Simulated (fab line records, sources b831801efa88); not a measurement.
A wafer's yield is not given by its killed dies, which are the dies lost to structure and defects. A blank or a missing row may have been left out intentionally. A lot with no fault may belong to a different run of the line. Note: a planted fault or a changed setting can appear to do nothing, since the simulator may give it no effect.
What tool caused it?	flow sky130	24 lots, 72 wafers sampled, at 6 steps of a route of 708

## WHAT THE GAUGES SHOWED, per wafer
SKY_VIA1_BOW_MEAS_03. Usual: VIA1_BOW 80 um, standard deviation 6.8.
lot	measured	on	VIA1_BOW (um)	flag
L074	day 33 04:35	film_metro-03	83 73 84	
L075	day 33 13:14	film_metro-04	87 80 88	
L076	day 33 18:33	film_metro-02	79 71 76	
L077	day 34 12:25	film_metro-03	73 90 79	
L078	day 35 13:49	film_metro-03	84 87 81	
L080	day 35 21:59	film_metro-02	83 89 74	
L079	day 35 22:32	film_metro-03	78 76 73	
L081	day 36 14:01	film_metro-02	87 77 89	
L082	day 36 16:07	film_metro-02	89 75 71	
L083	day 36 17:23	film_metro-03	77 70 85	
L085	day 36 18:52	film_metro-03	79 93 76	
L084	day 36 19:03	film_metro-02	77 78 74	
L087	day 37 07:45	film_metro-03	83 77 90	
L086	day 37 13:57	film_metro-04	68 82 78	
L089	day 38 01:41	film_metro-02	78 89 92	
L088	day 38 07:20	film_metro-04	77 68 82	
L090	day 38 15:42	film_metro-04	75 73 84	
L091	day 38 18:10	film_metro-04	71 68 74	
L092	day 38 22:21	film_metro-02	81 88 82	
L093	day 38 23:47	film_metro-02	91 86 80	
L094	day 39 03:53	film_metro-04	86 85 68	
L095	day 40 00:26	film_metro-03	75 71 87	
L096	day 40 01:38	film_metro-03	72 69 77	
L097	day 40 04:18	film_metro-04	68 74 75	

SKY_VIA4_THK_MEAS_20: measures by xrf. Usual: VIA4_W_THK 517 nm, standard deviation 6.3.
lot	measured	on	VIA4_W_THK (nm)	flag
L074	day 43 06:38	film_metro-01	514 522 510	
L075	day 43 12:25	film_metro-01	525 519 527	
L076	day 43 16:13	film_metro-02	512 511 508	
L077	day 44 10:22	film_metro-02	528 519 525	
L078	day 45 09:17	film_metro-01	502 509 508	
L080	day 45 12:47	film_metro-02	518 512 518	
L079	day 45 15:02	film_metro-01	508 512 513	
L081	day 46 02:05	film_metro-01	522 523 524	
L082	day 46 04:26	film_metro-02	516 514 513	
L083	day 46 06:28	film_metro-01	514 522 516	
L085	day 46 07:26	film_metro-02	526 514 517	
L084	day 46 10:16	film_metro-02	522 532 524	
L087	day 46 15:16	film_metro-02	515 519 514	
L086	day 46 23:43	film_metro-01	520 518 525	
L089	day 47 04:46	film_metro-02	522 512 524	
L088	day 47 09:53	film_metro-01	516 507 513	
L090	day 47 18:58	film_metro-02	516 514 517	
L091	day 48 00:51	film_metro-02	516 507 509	
L092	day 48 02:26	film_metro-01	516 521 520	
L093	day 48 03:48	film_metro-01	515 514 517	
L094	day 48 06:34	film_metro-02	518 518 517	
L095	day 48 22:21	film_metro-04	524 515 519	
L096	day 48 22:13	film_metro-01	510 507 512	
L097	day 49 01:48	film_metro-04	528 524 520	

## EACH LOT AND THE TOOL THAT RAN IT (in order: tool; ch and the chambers of the sampled wafers; start)
lot	SKY_VIA1_CMP_02	SKY_VIA2_CMP_02	SKY_VIA2_SPUTTER_20	SKY_METAL4_STRIP_19
L074	cmp-02 ch 0,1,3, day 33 04:24	cmp-01 ch 0,1,3, day 35 12:37	pvd_sputter-03, day 36 16:14	plasma_asher-02 ch 0,1, day 42 03:47
L075	cmp-02 ch 0,1, day 33 12:59	cmp-02 ch 0,2, day 35 20:25	pvd_sputter-02, day 37 00:31	plasma_asher-04 ch 0, day 42 10:38
L076	cmp-01 ch 2,3, day 33 18:17	cmp-01 ch 1,3, day 36 01:21	pvd_sputter-02, day 37 04:35	plasma_asher-04 ch 0, day 42 14:19
L077	cmp-01 ch 1,3, day 34 12:07	cmp-02 ch 1,3, day 36 22:56	pvd_sputter-03, day 38 00:30	plasma_asher-04 ch 0,1, day 43 08:46
L078	cmp-01 ch 1,2, day 35 13:29	cmp-02 ch 0,1, day 37 20:29	pvd_sputter-03, day 39 00:20	plasma_asher-03 ch 1, day 44 09:07
L080	cmp-01 ch 0,1,2, day 35 21:41	cmp-01 ch 0,1,3, day 38 03:00	pvd_sputter-01, day 39 06:14	plasma_asher-02 ch 0,1, day 44 12:55
L079	cmp-01 ch 0,2, day 35 22:13	cmp-01 ch 0,3, day 38 05:20	pvd_sputter-02, day 39 08:49	plasma_asher-04 ch 1, day 44 14:52
L081	cmp-01 ch 1,2,3, day 36 13:47	cmp-02 ch 1,2,3, day 38 19:58	pvd_sputter-03, day 39 22:43	plasma_asher-02 ch 0,1, day 45 02:21
L082	cmp-01 ch 1,2, day 36 15:51	cmp-02 ch 1,2,3, day 38 22:38	pvd_sputter-01, day 40 01:14	plasma_asher-04 ch 1, day 45 04:02
L083	cmp-02 ch 2,3, day 36 17:04	cmp-02 ch 0,1,2, day 39 00:23	pvd_sputter-02, day 40 03:03	plasma_asher-03 ch 0,1, day 45 06:32
L085	cmp-02 ch 1,2, day 36 18:32	cmp-02 ch 0,1,2, day 39 01:23	pvd_sputter-01, day 40 04:38	plasma_asher-02 ch 0,1, day 45 07:17
L084	cmp-01 ch 0,1,3, day 36 18:44	cmp-02 ch 0,2, day 39 01:40	pvd_sputter-03, day 40 04:47	plasma_asher-03 ch 0,1, day 45 08:46
L087	cmp-01 ch 2,3, day 37 07:26	cmp-02 ch 0,1,3, day 39 12:52	pvd_sputter-01, day 40 14:41	plasma_asher-03 ch 0,1, day 45 16:31
L086	cmp-02 ch 0,2,3, day 37 13:39	cmp-02 ch 0,1,2, day 39 20:18	pvd_sputter-02, day 40 22:16	plasma_asher-03 ch 0,1, day 45 23:46
L089	cmp-01 ch 1,2,3, day 38 01:23	cmp-02 ch 0,2,3, day 40 08:00	pvd_sputter-02, day 41 08:59	plasma_asher-04 ch 0,1, day 46 06:55
L088	cmp-02 ch 0,1, day 38 07:00	cmp-01 ch 2,3, day 40 13:23	pvd_sputter-01, day 41 14:20	plasma_asher-03 ch 0,1, day 46 12:53
L090	cmp-02 ch 0,1,2, day 38 15:24	cmp-02 ch 0,2, day 40 21:44	pvd_sputter-03, day 41 22:38	plasma_asher-02 ch 0,1, day 46 20:43
L091	cmp-02 ch 2,3, day 38 17:55	cmp-02 ch 1,2,3, day 41 00:11	pvd_sputter-01, day 42 00:56	plasma_asher-03 ch 0,1, day 46 23:52
L092	cmp-02 ch 1,3, day 38 22:02	cmp-02 ch 0,2,3, day 41 02:44	pvd_sputter-03, day 42 04:17	plasma_asher-02 ch 0,1, day 47 01:13
L093	cmp-02 ch 0,2, day 38 23:32	cmp-01 ch 0,2,3, day 41 04:11	pvd_sputter-02, day 42 05:11	plasma_asher-03 ch 0,1, day 47 02:37
L094	cmp-02 ch 1,2, day 39 03:38	cmp-01 ch 1,2,3, day 41 09:03	pvd_sputter-02, day 42 09:05	plasma_asher-04 ch 0,1, day 47 07:01
L095	cmp-02 ch 1,2,3, day 40 00:13	cmp-01 ch 0,1,2, day 42 03:53	pvd_sputter-03, day 43 05:14	plasma_asher-04 ch 0,1, day 47 23:47
L096	cmp-02 ch 0,1,3, day 40 01:20	cmp-01 ch 1,2,3, day 42 04:05	pvd_sputter-01, day 43 05:35	plasma_asher-03 ch 0,1, day 48 00:01
L097	cmp-02 ch 0,1,2, day 40 04:05	cmp-02 ch 1,2,3, day 42 08:16	pvd_sputter-03, day 43 09:58	plasma_asher-04 ch 0,1, day 48 03:53
- SKY_VIA1_CMP_02: polishes SiO2.
- SKY_VIA2_CMP_02: polishes SiO2.
- SKY_VIA2_SPUTTER_20: material TiN, target thk 20 nm, time 80 s.
- SKY_METAL4_STRIP_19: strips in O2/N2.

## WHAT THE TOOLS THEMSELVES READ (means of the sampled wafers that have a number; where no wafer has one, the mark that the record gives instead)
SKY_VIA1_CMP_02. Usual: 12.5 A for motor_current_A, sd 1.3.
lot	tool	motor_current_A (A)	flag
L074	cmp-02	12.7	
L075	cmp-02	12.7	
L076	cmp-01	12.2	
L077	cmp-01	12.0	
L078	cmp-01	13.5	
L080	cmp-01	12.0	
L079	cmp-01	11.2	
L081	cmp-01	12.1	
L082	cmp-01	13.1	
L083	cmp-02	13.1	
L085	cmp-02	13.4	
L084	cmp-01	11.1	
L087	cmp-01	11.3	
L086	cmp-02	12.8	
L089	cmp-01	12.4	
L088	cmp-02	12.8	
L090	cmp-02	13.4	
L091	cmp-02	13.4	
L092	cmp-02	13.6	
L093	cmp-02	12.2	
L094	cmp-02	13.3	
L095	cmp-02	13.5	
L096	cmp-02	13.1	
L097	cmp-02	13.3	

SKY_VIA2_CMP_02. Usual: 12.6 A for motor_current_A, sd 1.3.
lot	tool	motor_current_A (A)	flag
L074	cmp-01	11.1	
L075	cmp-02	12.6	
L076	cmp-01	10.6	
L077	cmp-02	13.9	
L078	cmp-02	13.0	
L080	cmp-01	11.3	
L079	cmp-01	10.0	
L081	cmp-02	13.3	
L082	cmp-02	13.2	
L083	cmp-02	12.8	
L085	cmp-02	13.2	
L084	cmp-02	13.0	
L087	cmp-02	12.9	
L086	cmp-02	13.6	
L089	cmp-02	12.7	
L088	cmp-01	12.3	
L090	cmp-02	12.6	
L091	cmp-02	13.2	
L092	cmp-02	12.5	
L093	cmp-01	11.2	
L094	cmp-01	12.1	
L095	cmp-01	12.2	
L096	cmp-01	12.4	
L097	cmp-02	13.3	

SKY_VIA2_SPUTTER_20. Usual: 30.1 % for throttle_valve_pct, sd 1.2.
lot	tool	throttle_valve_pct (%)	flag
L074	pvd_sputter-03	29.4	
L075	pvd_sputter-02	29.8	
L076	pvd_sputter-02	29.8	
L077	pvd_sputter-03	29.5	
L078	pvd_sputter-03	29.6	
L080	pvd_sputter-01	29.3	
L079	pvd_sputter-02	30.4	
L081	pvd_sputter-03	29.6	
L082	pvd_sputter-01	30.4	
L083	pvd_sputter-02	31.4	
L085	pvd_sputter-01	28.8	
L084	pvd_sputter-03	29.8	
L087	pvd_sputter-01	29.9	
L086	pvd_sputter-02	30.7	
L089	pvd_sputter-02	31.1	
L088	pvd_sputter-01	29.4	
L090	pvd_sputter-03	29.6	
L091	pvd_sputter-01	30.3	
L092	pvd_sputter-03	29.7	
L093	pvd_sputter-02	31.2	
L094	pvd_sputter-02	30.5	
L095	pvd_sputter-03	30.7	
L096	pvd_sputter-01	30.2	
L097	pvd_sputter-03	30.3	

SKY_METAL4_STRIP_19. Usual: drypump_motor_current_A 5.63 A, standard deviation 0.22; oes_product_au 0.501 a.u., standard deviation 0.0059; strip_time_to_endpoint_s 6.53 s, standard deviation 0.095.
lot	tool	drypump_motor_current_A (A)	oes_product_au (a.u.)	strip_time_to_endpoint_s (s)	flag
L074	plasma_asher-02	5.79	0.512	6.75	
L075	plasma_asher-04	5.69	0.504	6.61	
L076	plasma_asher-04	5.72	0.500	6.54	
L077	plasma_asher-04	5.47	0.504	6.56	
L078	plasma_asher-03	5.86	0.508	6.61	
L080	plasma_asher-02	5.84	0.500	6.45	
L079	plasma_asher-04	5.30	0.496	6.51	
L081	plasma_asher-02	5.79	0.501	6.46	
L082	plasma_asher-04	5.33	0.505	6.56	
L083	plasma_asher-03	5.66	0.498	6.51	
L085	plasma_asher-02	5.79	0.496	6.39	
L084	plasma_asher-03	5.52	0.499	6.42	
L087	plasma_asher-03	5.56	0.501	6.48	
L086	plasma_asher-03	5.68	0.498	6.46	
L089	plasma_asher-04	5.40	0.500	6.54	
L088	plasma_asher-03	5.58	0.497	6.42	
L090	plasma_asher-02	5.85	0.501	6.59	
L091	plasma_asher-03	5.72	0.495	6.46	
L092	plasma_asher-02	5.85	0.501	6.54	
L093	plasma_asher-03	5.67	0.508	6.59	
L094	plasma_asher-04	5.58	0.503	6.47	
L095	plasma_asher-04	5.58	0.501	6.64	
L096	plasma_asher-03	5.54	0.496	6.44	
L097	plasma_asher-04	5.44	0.501	6.56	

## THE ANSWER, worked out from the rows above alone
Rule: a lot counts as off when the mean over its wafers that have a number is more than 3 standard deviations away from the usual mean. A lot without any number at a reading at which 4 lots or more have one is off too. Any other lot the step has rows for is counted as sound. First the gauges in route order, then the tools' own readings, where a lot's mean is used as printed above. The first step at which some lot is off is used, and at that step the reading that is off furthest; a lot without a number counts as furthest.
No lot is off on any of the readings shown, so nothing can be concluded from this.

## WHAT WAS PUT IN BY THE SIMULATOR
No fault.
